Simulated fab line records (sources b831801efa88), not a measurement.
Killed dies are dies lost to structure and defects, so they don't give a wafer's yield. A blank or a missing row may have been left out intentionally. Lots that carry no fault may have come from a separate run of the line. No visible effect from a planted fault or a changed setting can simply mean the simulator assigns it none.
Which tool did it? + flow gf180mcu + 10 lots, 30 wafers sampled, at 6 steps of a route of 602

## WHAT THE GAUGES READ, wafer by wafer
GF_HV_LDD_TW_MEAS_38. Usual: HV_LDD_3_TW gives 1435 (standard deviation 12).
| lot  | measured     | on            | HV_LDD_3_TW       | flag |
|------|--------------|---------------|-------------------|------|
| L395 | day 11 14:01 | film metro-04 | 1432 1432 1431    |      |
| L397 | day 12 05:51 | film metro-01 | 1438 1435 1439    |      |
| L399 | day 12 19:10 | film metro-04 | 1439 1444 1446    |      |
| L402 | day 13 20:51 | film metro-01 | 1438 1445 1435    |      |
| L403 | day 14 07:19 | film metro-03 | 1407 1419 1416    |      |
| L407 | day 15 13:54 | film metro-01 | 1432 1431 1433    |      |
| L415 | day 18 07:44 | film metro-04 | 1448 1451 1447    |      |
| L416 | day 18 15:20 | film metro-01 | 30 30 30 30 30 30 | OFF  |
| L417 | day 18 21:39 | film metro-04 | 30 30 30 30 30 30 | OFF  |
| L418 | day 19 01:26 | film metro-04 | 1440 1435 1441    |      |

GF_HV_LDD_OVL_MEAS_47. Usual: HV_LDD_03_OVL gives -1.6 nm (standard deviation 1.6).
| lot  | measured     | on         | HV_LDD_03_OVL (nm) | flag |
|------|--------------|------------|--------------------|------|
| L395 | day 12 09:00 | overlay-02 | -1.6 -0.4 -0.7     |      |
| L397 | day 13 01:46 | overlay-02 | -2.3 -2.2 -1.5     |      |
| L399 | day 13 14:28 | overlay-02 | -2.1 -2.8 -0.5     |      |
| L402 | day 14 16:37 | overlay-02 | 0.7 0.0 -2.0       |      |
| L403 | day 15 03:56 | overlay-01 | 0.5 0.8 1.0        |      |
| L407 | day 16 10:46 | overlay-01 | -1.6 -2.1 -0.1     |      |
| L415 | day 19 06:43 | overlay-02 | -1.8 0.2 -2.9      |      |
| L418 | day 20 02:02 | overlay-01 | -0.9 -2.2 -5.2     |      |

## EACH LOT AND THE TOOL THAT RAN IT (in order: tool; ch and the chambers of the sampled wafers; start)
| lot  | GF_DUAL_GATE_STRIP_13                | GF_POLY_GATE_STRIP_14                | GF_HV_LDD_STRIP_22                   | GF_HV_LDD_STRIP_37                   |
|------|--------------------------------------|--------------------------------------|--------------------------------------|--------------------------------------|
| L395 | plasma asher-01 ch 0,1, day 8 08:47  | plasma asher-01 ch 1, day 9 05:11    | plasma asher-01 ch 0,1, day 10 18:16 | plasma asher-03 ch 0,1, day 11 13:55 |
| L397 | plasma asher-02 ch 0,1, day 8 22:16  | plasma asher-04 ch 0,1, day 9 19:26  | plasma asher-01 ch 0,1, day 11 09:23 | plasma asher-01 ch 0,1, day 12 05:46 |
| L399 | plasma asher-01 ch 0,1, day 9 09:16  | plasma asher-02 ch 0, day 10 06:09   | plasma asher-04 ch 0,1, day 11 23:38 | plasma asher-04 ch 0,1, day 12 19:04 |
| L402 | plasma asher-02 ch 0, day 10 07:29   | plasma asher-04 ch 0,1, day 11 07:24 | plasma asher-03 ch 0,1, day 13 00:46 | plasma asher-01 ch 0, day 13 20:45   |
| L403 | plasma asher-01 ch 0,1, day 10 20:21 | plasma asher-02 ch 0,1, day 11 18:55 | plasma asher-04 ch 0,1, day 13 11:48 | plasma asher-03 ch 0,1, day 14 07:13 |
| L407 | plasma asher-01 ch 0,1, day 11 21:32 | plasma asher-02 ch 0,1, day 12 21:21 | plasma asher-04 ch 0,1, day 14 15:53 | plasma asher-04 ch 0,1, day 15 13:49 |
| L415 | plasma asher-02 ch 0,1, day 14 06:45 | plasma asher-01 ch 0,1, day 15 07:57 | plasma asher-01 ch 0,1, day 17 07:23 | plasma asher-01 ch 0,1, day 18 07:38 |
| L416 | plasma asher-01 ch 0,1, day 14 13:17 | plasma asher-04 ch 0,1, day 15 16:40 | plasma asher-04 ch 0,1, day 17 15:00 | plasma asher-03 ch 0,1, day 18 15:14 |
| L417 | plasma asher-03 ch 0, day 14 21:10   | plasma asher-04 ch 0, day 15 22:24   | plasma asher-04 ch 0,1, day 17 21:32 | plasma asher-04 ch 0, day 18 21:32   |
| L418 | plasma asher-01 ch 0,1, day 14 21:40 | plasma asher-04 ch 0,1, day 16 00:53 | plasma asher-03 ch 0,1, day 18 01:40 | plasma asher-03 ch 0,1, day 19 01:20 |
- GF_DUAL_GATE_STRIP_13: strips in O2/N2.
- GF_POLY_GATE_STRIP_14: strips in O2/N2.
- GF_HV_LDD_STRIP_22: strips in O2/N2.
- GF_HV_LDD_STRIP_37: strips in O2/N2.

## AS READ BY THE TOOLS THEMSELVES (means over the sampled wafers that have a number; for cases with no such wafer, the mark the record gives instead)
GF_DUAL_GATE_STRIP_13. Usual: chamber pressure mTorr 1500.0 mTorr, standard deviation 1.3; drypump motor current A 5.5 A, standard deviation 0.32; heater power w 319 W, standard deviation 27; oes product au 0.716 a.u., standard deviation 0.0044; platen temp c 250.02 C, standard deviation 0.18; strip time to endpoint s 12.63 s, standard deviation 0.031.
| lot  | tool            | chamber pressure mTorr (mTorr) | drypump motor current A (A) | heater power w (W) | oes product au (a.u.) | platen temp c (C) | strip time to endpoint s (s) | flag |
|------|-----------------|--------------------------------|-----------------------------|--------------------|-----------------------|-------------------|------------------------------|------|
| L395 | plasma asher-01 | 1500.3                         | 5.4                         | 300                | 0.716                 | 249.87            | 12.61                        |      |
| L397 | plasma asher-02 | 1499.5                         | 6.0                         | 323                | 0.713                 | 249.98            | 12.67                        |      |
| L399 | plasma asher-01 | 1500.4                         | 5.4                         | 307                | 0.721                 | 250.07            | 12.62                        |      |
| L402 | plasma asher-02 | 1499.6                         | 6.2                         | 340                | 0.716                 | 249.95            | 12.65                        |      |
| L403 | plasma asher-01 | 1499.8                         | 5.4                         | 307                | 0.715                 | 249.94            | 12.65                        |      |
| L407 | plasma asher-01 | 1500.9                         | 5.4                         | 297                | 0.714                 | 250.29            | 12.59                        |      |
| L415 | plasma asher-02 | 1500.1                         | 5.7                         | 305                | 0.714                 | 250.02            | 12.63                        |      |
| L416 | plasma asher-01 | 1500.3                         | 5.4                         | 302                | 0.717                 | 249.81            | 12.64                        |      |
| L417 | plasma asher-03 | 1498.5                         | 5.4                         | 321                | 0.719                 | 250.07            | 12.60                        |      |
| L418 | plasma asher-01 | 1501.3                         | 5.4                         | 299                | 0.714                 | 250.13            | 12.65                        |      |

GF_POLY_GATE_STRIP_14. Usual: chamber pressure mTorr 1500.1 mTorr, standard deviation 1.4; drypump motor current A 5.8 A, standard deviation 0.37; heater power w 320 W, standard deviation 36; oes product au 0.505 a.u., standard deviation 0.0047; platen temp c 250.02 C, standard deviation 0.22.
| lot  | tool            | chamber pressure mTorr (mTorr) | drypump motor current A (A) | heater power w (W) | oes product au (a.u.) | platen temp c (C) | flag |
|------|-----------------|--------------------------------|-----------------------------|--------------------|-----------------------|-------------------|------|
| L395 | plasma asher-01 | 1500.7                         | 5.5                         | 307                | 0.511                 | 250.11            |      |
| L397 | plasma asher-04 | 1500.7                         | 6.0                         | 354                | 0.506                 | 249.98            |      |
| L399 | plasma asher-02 | 1499.6                         | 6.2                         | 344                | 0.509                 | 250.18            |      |
| L402 | plasma asher-04 | 1500.9                         | 6.0                         | 353                | 0.505                 | 250.15            |      |
| L403 | plasma asher-02 | 1498.6                         | 5.7                         | 303                | 0.504                 | 249.98            |      |
| L407 | plasma asher-02 | 1499.3                         | 6.0                         | 322                | 0.501                 | 250.06            |      |
| L415 | plasma asher-01 | 1500.2                         | 5.4                         | 299                | 0.499                 | 249.98            |      |
| L416 | plasma asher-04 | 1500.5                         | 6.1                         | 323                | 0.509                 | 250.13            |      |
| L417 | plasma asher-04 | 1499.5                         | 5.9                         | 384                | 0.509                 | 249.97            |      |
| L418 | plasma asher-04 | 1499.1                         | 5.9                         | 357                | 0.504                 | 250.03            |      |

GF_HV_LDD_STRIP_22. Usual: chamber pressure mTorr 1500.0 mTorr, standard deviation 1.4; drypump motor current A 5.6 A, standard deviation 0.32; heater power w 325 W, standard deviation 33; oes product au 0.716 a.u., standard deviation 0.004; platen temp c 250.03 C, standard deviation 0.19; strip time to endpoint s 12.62 s, standard deviation 0.036.
| lot  | tool            | chamber pressure mTorr (mTorr) | drypump motor current A (A) | heater power w (W) | oes product au (a.u.) | platen temp c (C) | strip time to endpoint s (s) | flag |
|------|-----------------|--------------------------------|-----------------------------|--------------------|-----------------------|-------------------|------------------------------|------|
| L395 | plasma asher-01 | 1500.3                         | 5.4                         | 301                | 0.719                 | 250.05            | 12.68                        |      |
| L397 | plasma asher-01 | 1499.4                         | 5.4                         | 307                | 0.716                 | 249.98            | 12.63                        |      |
| L399 | plasma asher-04 | 1499.8                         | 6.2                         | 320                | 0.713                 | 250.02            | 12.65                        |      |
| L402 | plasma asher-03 | 1499.0                         | 5.4                         | 348                | 0.716                 | 249.94            | 12.63                        |      |
| L403 | plasma asher-04 | 1500.6                         | 6.0                         | 349                | 0.715                 | 250.03            | 12.65                        |      |
| L407 | plasma asher-04 | 1499.8                         | 6.1                         | 325                | 0.716                 | 249.94            | 12.60                        |      |
| L415 | plasma asher-01 | 1500.2                         | 5.4                         | 303                | 0.716                 | 250.12            | 12.59                        |      |
| L416 | plasma asher-04 | -                              | -                           | -                  | -                     | -                 | -                            | OFF  |
| L417 | plasma asher-04 | -                              | -                           | -                  | -                     | -                 | -                            | OFF  |
| L418 | plasma asher-03 | 1498.3                         | 5.4                         | 350                | 0.719                 | 249.92            | 12.66                        |      |

GF_HV_LDD_STRIP_37. Usual: chamber pressure mTorr 1500.2 mTorr, standard deviation 1.3; drypump motor current A 5.53 A, standard deviation 0.3; heater power w 324 W, standard deviation 32; oes product au 0.716 a.u., standard deviation 0.0045; platen temp c 250.02 C, standard deviation 0.18; strip time to endpoint s 12.613 s, standard deviation 0.026.
| lot  | tool            | chamber pressure mTorr (mTorr) | drypump motor current A (A) | heater power w (W) | oes product au (a.u.) | platen temp c (C) | strip time to endpoint s (s) | flag |
|------|-----------------|--------------------------------|-----------------------------|--------------------|-----------------------|-------------------|------------------------------|------|
| L395 | plasma asher-03 | 1500.4                         | 5.42                        | 356                | 0.716                 | 250.08            | 12.591                       |      |
| L397 | plasma asher-01 | 1500.6                         | 5.36                        | 305                | 0.716                 | 250.05            | 12.626                       |      |
| L399 | plasma asher-04 | 1498.9                         | 6.00                        | 351                | 0.717                 | 250.02            | 12.636                       |      |
| L402 | plasma asher-01 | 1500.1                         | 5.27                        | 305                | 0.718                 | 250.28            | 12.604                       |      |
| L403 | plasma asher-03 | 1498.9                         | 5.42                        | 353                | 0.716                 | 250.06            | 12.601                       |      |
| L407 | plasma asher-04 | 1499.8                         | 6.02                        | 359                | 0.716                 | 250.17            | 12.643                       |      |
| L415 | plasma asher-01 | 1499.4                         | 5.44                        | 308                | 0.718                 | 249.93            | 12.616                       |      |
| L416 | plasma asher-03 | 1500.2                         | 5.41                        | 350                | 0.720                 | 249.98            | 27.542                       | OFF  |
| L417 | plasma asher-04 | 1502.0                         | 5.88                        | 388                | 0.715                 | 249.93            | 27.574                       | OFF  |
| L418 | plasma asher-03 | 1499.5                         | 5.42                        | 355                | 0.718                 | 249.93            | 12.582                       |      |

## THE ANSWER, worked out from the rows above alone
Rule: lot off if the mean of its wafers having a number is beyond 3 standard deviations from the usual mean. Also off: a lot with no number at a reading for which 4 or more lots have one. Where the step has rows for the other lots, those lots are counted as sound. After the gauges, taken in route order, come the tools' own readings; for these a lot's mean is taken, as printed above. The first step at which some lot is off is used, and at that step the reading that is off furthest; a lot without a number counts as furthest.
Off: at GF_HV_LDD_TW_MEAS_38 (HV_LDD_3_TW), L416, L417.
A tool fits if, at a process step before that reading, it ran every lot that is off, and no sound lot after the first of them. Not tried: the gauges at GF_HV_LDD_TW_MEAS_38; whatever is off there is also off at GF_HV_LDD_STRIP_22, on other tools, and gauge error can't account for it. One fits: GF_HV_LDD_STRIP_22 on plasma asher-04. A fault onset in the window from L407 (day 14 15:53, its last sound lot) to L416 (day 17 15:00, its first lot off) fits.
Blank at GF_HV_LDD_STRIP_22 on the lots that are off, where sound lots have numbers: chamber pressure mTorr, drypump motor current A, heater power w, oes product au, platen temp c, strip time to endpoint s.

## WHAT WAS PUT IN BY THE SIMULATOR
Skipped step whole: plasma asher-04, from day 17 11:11 on, at GF_HV_LDD_STRIP_22. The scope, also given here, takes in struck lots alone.
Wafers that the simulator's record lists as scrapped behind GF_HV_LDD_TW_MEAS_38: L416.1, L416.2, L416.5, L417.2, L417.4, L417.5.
Lots struck among those shown: L416, L417. The same result came from the rule above.
